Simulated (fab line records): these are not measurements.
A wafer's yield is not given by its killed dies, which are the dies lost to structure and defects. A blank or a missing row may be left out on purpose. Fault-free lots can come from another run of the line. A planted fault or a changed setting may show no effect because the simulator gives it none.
Split-lot trial	flow gf180mcu	on a route of 602 steps: 5 lots, 23 wafers read

== THE SPLIT ITSELF ==
At GF_SALICIDE_SPUTTER_03 (material TiN, target thk 20 nm, time 16.7 s), the setting time_s was moved away from the recipe's 16.7 s on 9 of the 23 wafers read, by -11.4% to +14.9%. For the rest of the wafers, this setting stayed at what the recipe calls for.

== BETWEEN THE SPLIT AND THE READING: the file shows 1 step in between ==
- GF_SALICIDE_RS_MEAS_04: measures by four-point-probe

== THE READING ==
SALICIDE_TIN_THK, in nm, at GF_SALICIDE_THK_MEAS_05 (measures by xrf). On this fab line, fault-free wafers typically give 19.90 nm with a standard deviation of 0.25 nm.

wafer	tool, chamber at the split	time_s as run, s	against the recipe	SALICIDE_TIN_THK, nm	against lot-mates on the recipe
L076.1	pvd_sputter-04, -	16.7	recipe	19.69	-
L076.4	pvd_sputter-04, -	16.7	recipe	19.86	-
L076.5	pvd_sputter-04, -	16.7	recipe	19.62	-
L077.1	pvd_sputter-04, -	14.79	-11.4%	17.78	-2.25
L077.2	pvd_sputter-04, -	16.7	recipe	19.96	-
L077.3	pvd_sputter-04, -	16.7	recipe	19.98	-
L077.5	pvd_sputter-04, -	14.79	-11.4%	17.81	-2.22
L077.6	pvd_sputter-04, -	16.7	recipe	20.16	-
L081.1	pvd_sputter-02, -	16.7	recipe	20.42	-
L081.2	pvd_sputter-02, -	16.7	recipe	19.77	-
L081.4	pvd_sputter-02, -	15.45	-7.5%	18.40	-1.73
L081.5	pvd_sputter-02, -	16.7	recipe	20.21	-
L081.6	pvd_sputter-02, -	15.45	-7.5%	18.20	-1.93
L082.1	pvd_sputter-04, -	15.55	-6.9%	18.51	-1.36
L082.2	pvd_sputter-04, -	15.55	-6.9%	18.54	-1.33
L082.3	pvd_sputter-04, -	15.55	-6.9%	18.37	-1.50
L082.4	pvd_sputter-04, -	16.7	recipe	19.81	-
L082.5	pvd_sputter-04, -	16.7	recipe	19.92	-
L083.1	pvd_sputter-04, -	16.7	recipe	19.96	-
L083.2	pvd_sputter-04, -	19.18	+14.9%	22.77	+2.94
L083.3	pvd_sputter-04, -	19.18	+14.9%	22.92	+3.09
L083.4	pvd_sputter-04, -	16.7	recipe	19.70	-
L083.6	pvd_sputter-04, -	16.7	recipe	19.84	-

THE FIT
A straight line over all 23 wafers: SALICIDE_TIN_THK changes by +0.198 nm for each +1% of time_s; r = +0.99; the points scatter about the line by 0.19 nm.
The same after taking each lot's own level away (the mean of its wafers on the recipe; 23 wafers): +0.205 nm for each +1%; r = +0.99; scatter 0.16 nm.
The reading moves by 3 nm for the largest change in time_s, on that fit.
From 19.723 to 20.133 nm: that is the span of the lots' own levels, equal to 1.6 times the standard deviation above.
So the lot-to-lot level changes the slope little: the two slopes agree.
Check: with one of the wafers moved furthest among these (+14.9%) left out of the fit, the line predicts +3.08 nm for it against its lot-mates. Against them it came out at +2.94 nm.

== FURTHER SPLITS ON THESE WAFERS ==
Before the reading, these wafers also passed through other splits. Each is held against what the fit with the lots' levels taken away leaves over:
other split on the same wafers	wafers away from the commonest value	r with SALICIDE_TIN_THK (lot level and that fit taken away)
GF_PSD_EXPOSE_04 dose_mj	6	+0.10

== THE WHOLE CHAIN: every reading that the file lists as answering this split, in the file's order ==
step	what it does	reading	change (the file's fit)	r (the file's)
GF_SALICIDE_SPUTTER_03	material TiN, target thk 20 nm, time 16.7 s	TiN_of_SALICIDE_SPUTTER_03.thk_nm (the simulator's own value, which no gauge read)	+0.209 nm for each +1% of the setting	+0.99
GF_SALICIDE_RS_MEAS_04	measures by four-point-probe	SALICIDE_TIN_RS	-0.0644 for each +1% of the setting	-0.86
GF_SALICIDE_THK_MEAS_05	measures by xrf	SALICIDE_TIN_THK	+0.206 for each +1% of the setting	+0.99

== FILE'S OWN FIT ==
SALICIDE_TIN_THK changes by +0.206 nm for each +1% of time_s, r = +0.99.
